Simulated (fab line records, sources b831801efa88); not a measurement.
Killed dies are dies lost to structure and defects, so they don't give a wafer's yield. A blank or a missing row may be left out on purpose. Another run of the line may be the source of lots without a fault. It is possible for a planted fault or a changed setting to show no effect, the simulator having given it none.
A lot that was struck, set against a sound lot | flow sky130 | 15 steps out of a route of 708
Sound: the wafers L180.1, L180.3, L180.6. Wafers L174.2, L174.3, L174.4 were the ones struck. Last of all comes the cause.
Per side, at each step with rows, come the tool, then ch with its chambers, and then its first start. Under that, the readings that differ: sound wafers | struck wafers | difference of the means | sigmas: that difference in standard deviations of wafers without a fault.
alike: words and numbers the same on both sides, and readings whose means are apart by under 2 such deviations; not compared: readings that were withheld, readings missing a value for some wafer, numbers with overlapping values and no deviation given by the record, and bounds like >300 which may hide the same value.
A row with sigmas, a row that says differs or no value, or rows on one side alone: a step with any of these is where the two part. Numbers that have no deviation but don't overlap get no sigmas and don't part them. Lack of a reading on every wafer of one side parts them only where that side has two or more wafers.

SKY_CAP2M_SPUTTER_02: material TiN, target thk 200 nm, time 166.7 s.
  sound on pvd sputter-03, day 46 21:31; struck on pvd sputter-03, day 46 18:42
  alike: substrate temp c, susceptor temp C, throttle valve pct
SKY_CAP2M_RS_MEAS_03: the measuring method here is four-point-probe.
  sound on film metro-01, day 46 21:37; struck on film metro-02, day 46 18:50
  alike: CAP2M_TIN_RS
SKY_CAP2M_THK_MEAS_04: measures by xrf.
  sound on film metro-01, day 46 21:44; struck on film metro-02, day 46 18:56
  alike: CAP2M_TIN_THK
then, 7 steps without rows for these wafers: SKY_CAP2M_DEHYDRATE_05 (time 60 s); SKY_CAP2M_HMDS_06 (prime time 60 s); SKY_CAP2M_COAT_07 (resist thk 1140 nm); SKY_CAP2M_SOFTBAKE_08 (time 60 s); SKY_CAP2M_EXPOSE_09 (exposes mask CAP2M, target cd 1000 nm); SKY_CAP2M_PEB_10; SKY_CAP2M_DEVELOP_11 (develop time 60 s).
SKY_CAP2M_OVL_MEAS_12:
  sound on overlay-01, day 47 16:11; struck on overlay-02, day 47 13:20
  alike: CAP2M_OVL
SKY_CAP2M_METAL_ETCH_13: etches TiN in Cl2/BCl3, stops on SiO2, target depth 220 nm, time 62.9 s.
  sound on rie metal-01 ch 0, day 47 16:13; struck on rie metal-03 ch 0,1, day 47 13:22
  alike: drypump motor current A, mfc cl2 sccm, oes product au, throttle valve pct
  not compared: rf hours counter h
SKY_CAP2M_STRIP_14: strips in O2/N2.
  sound on plasma asher-01 ch 0,1, day 47 16:23; struck on plasma asher-01 ch 0,1, day 47 13:27
  no value came back on the struck wafers for any of 5 readings (chamber pressure mTorr (mTorr), drypump motor current A (A) and others); on the sound wafers chamber pressure mTorr (mTorr) reads 1499.9 1500.8 1500.5
  reading                                    | sound | struck           | difference | sigmas
  model.NOVOLAK_of_CAP2M_COAT_07.thk nm (nm) | 0 0 0 | 997.2 1000 992.7 | +996.6     |
  not compared: rf hours counter h
then, 1 step without rows for these wafers: SKY_CAP2M_STRIP_15 (strips in post etch residue remover, time 1200 s).
-- the record jumps here: 4 days lie between the struck wafers' starts before and after (it left off in module CAP2M and takes up again in module PAD_OPEN, whose first step shown is number 708 of the route) --
SKY_PAD_OPEN_PROBE_99:
  sound on prober-01, day 51 17:14; struck on prober-02, day 51 14:34
  reading                  | sound          | struck         | difference | sigmas
  defect limited yield (%) | 85.0 84.1 82.5 | 0.4 0.2 0.2    | -83.6      | -42
  killed_at_M0_to_M3       | 43 46 46       | 10 6 6         | -38        | -5
  killed at other          | 0 0 0          | 472 469 470    | +470       | +99 or more
  killed dies              | 74 78 86       | 490 491 491    | +411       | +42
  killed on rim            | 11 15 18       | 96 96 96       | +81        | +21
  killed open              | 41 39 46       | 8 9 12         | -32        | -5
  killed short             | 33 39 39       | 10 13 9        | -26        | -4
  sort_bin_3_pad_short (%) | 0.6 1.0 1.0    | 21.5 25.0 22.8 | +22.2      | +53
  sort_bin_5_function (%)  | 7.5 9.1 10.6   | 76.0 73.0 74.6 | +65.5      | +44
  sort_bin_6_memory (%)    | 6.9 5.7 5.9    | 2.0 1.8 2.4    | -4.1       | -3
  sort n pass              | 418 414 406    | 2 1 1          | -411       | -42
  sort yield pct (%)       | 85.0 84.1 82.5 | 0.4 0.2 0.2    | -83.6      | -42
  alike: killed_at_M4_up, killed at contacts, killed at front end

WHERE THEY PART
First at SKY_CAP2M_STRIP_14; last, within this record, at SKY_PAD_OPEN_PROBE_99.

WHY: whatever the simulator had introduced
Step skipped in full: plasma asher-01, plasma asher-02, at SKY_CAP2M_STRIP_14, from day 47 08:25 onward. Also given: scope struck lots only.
